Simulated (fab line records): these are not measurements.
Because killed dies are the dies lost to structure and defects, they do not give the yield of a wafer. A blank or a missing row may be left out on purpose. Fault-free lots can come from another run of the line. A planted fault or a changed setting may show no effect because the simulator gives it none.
Struck lot and sound lot, side by side || flow sky130 || 14 out of 708 route steps
Sound: wafers L160.2, L160.4, L160.6. Wafers struck: L172.2, L172.4, L172.6. The cause is named last.
Per side, at each step with rows, come the tool, then ch with its chambers, and then its first start. Under that, the readings that differ: sound wafers || struck wafers || difference of the means || sigmas: that difference in standard deviations of wafers without a fault.
alike: words and numbers the same on both sides, and readings whose means are apart by under 2 such deviations; not compared: readings that were withheld, readings missing a value for some wafer, numbers with overlapping values and no deviation given by the record, and bounds like >300 which may hide the same value.
Wherever a step has rows on one side only, a row that says differs or no value, or a row with sigmas, the two part there. Numbers that don't overlap but have no deviation are shown without sigmas and don't part them. Lack of a reading on every wafer of one side parts them only where that side has two or more wafers.

first, 5 steps without rows for these wafers: SKY_FIELD_ISO_WET_ETCH_18 (etches Si3N4 in H3PO4, target depth 25 nm, time 286 s); SKY_FIELD_ISO_CLEAN_19 (cleans in SC1/SC2, time 150 s); SKY_FIELD_ISO_CLEAN_20 (cleans in dHF, time 20 s); SKY_FIELD_ISO_WET_ETCH_21 (etches SiO2 in dHF, target depth 20 nm, time 400 s); SKY_FIELD_ISO_OXIDATION_22 (stabilise 600 s, purge 300 s, target thk 10 nm).
SKY_FIELD_ISO_THK_MEAS_23:
  struck on film-metro-02, day 5 14:43; sound on film-metro-04, day 2 23:20
  alike: FIELD_ISO_OXIDATION_01_THK
then, 1 step without rows for these wafers: SKY_FIELD_ISO_CVD_24 (deposits SiO2, target thk 595 nm, time 99.2 s).
SKY_FIELD_ISO_THK_MEAS_25:
  struck on film-metro-04, day 5 14:51; sound on film-metro-02, day 2 23:28
  alike: FIELD_ISO_CVD_24_THK
then, 1 step without rows for these wafers: SKY_FIELD_ISO_ANNEAL_26 (time 1800 s).
SKY_FIELD_ISO_CMP_27: polishes, stops on Si3N4, t overpolish 16 s, target thk 457.8 nm.
  sound on cmp-01 ch 1,2,3, day 3 01:57; struck on cmp-02 ch 0,1, day 5 19:50
  alike: motor-current-A, overpolish-run-s, time-to-endpoint-s
then, 2 steps without rows for these wafers: SKY_FIELD_ISO_WET_ETCH_28 (etches SiO2 in dHF, target depth 23.7 nm, time 47 s); SKY_FIELD_ISO_WET_ETCH_29 (etches Si3N4 in H3PO4, target depth 160 nm, time 1825 s).
SKY_FIELD_ISO_WET_ETCH_30: etches SiO2 in dHF, target depth 25 nm, time 50 s.
  sound on wet-bench-01 ch 0, day 3 02:47; struck on wet-bench-01 ch 0, day 5 20:41
  no value came back on the struck wafers for bath-heat-duty-pct (%), run-length-s (s); on the sound wafers bath-heat-duty-pct (%) reads 5.6 5.7 5.1
{"reading": "model.SiO2_of_FIELD_ISO_CVD_24.thk-nm (nm)", "sound": "404.3 408 405.7", "struck": "431.1 431.8 430.2", "difference": "+25.0", "sigmas": ""}
{"reading": "model.SiO2_of_FIELD_ISO_OXIDATION_01.thk-nm (nm)", "sound": "0 0 0", "struck": "11.91 12.04 11.97", "difference": "+11.97", "sigmas": ""}
-- here the record skips 43 days between the struck wafers' starts before and after, leaving off in module FIELD_ISO and picking up in module PAD_OPEN (first step shown: number 708 of the route) --
SKY_PAD_OPEN_PROBE_99:
  struck on prober-02, day 49 05:43; sound on prober-02, day 46 05:29
{"reading": "model.etest.pfet_16v.r-on-ohm-um", "sound": "1.469e+04 1.546e+04 1.574e+04", "struck": "1.774e+04 1.676e+04 1.76e+04", "difference": "+2.070e+03", "sigmas": ""}
{"reading": "model.etest.res-iso-pwell.rs-ohm-sq", "sound": "2790 3307 3351", "struck": "4380 3783 4177", "difference": "+964", "sigmas": ""}
{"reading": "model.etest.res-iso-pwell.line-ohm-um", "sound": "1051 1242 1261", "struck": "1646 1454 1599", "difference": "+382", "sigmas": ""}
{"reading": "model.etest.tip-p.rs-ohm-sq", "sound": "6686 6641 6698", "struck": "6998 6996 7024", "difference": "+331", "sigmas": ""}
{"reading": "model.etest.pfet_01v8.r-on-ohm-um", "sound": "2863 2827 2980", "struck": "3110 3087 3179", "difference": "+235", "sigmas": ""}
{"reading": "model.etest.sonos-erased.drive-ua-um", "sound": "183.6 150 188.1", "struck": "19.56 19.84 18.94", "difference": -154.45, "sigmas": ""}
  not compared: model.etest.res_p_drift_20v.line-ohm-um, model.etest.res_p_drift_20v.rs-ohm-sq

WHERE THEY PART
Only at SKY_FIELD_ISO_WET_ETCH_30, within this record.

WHY: the cause the simulator had injected
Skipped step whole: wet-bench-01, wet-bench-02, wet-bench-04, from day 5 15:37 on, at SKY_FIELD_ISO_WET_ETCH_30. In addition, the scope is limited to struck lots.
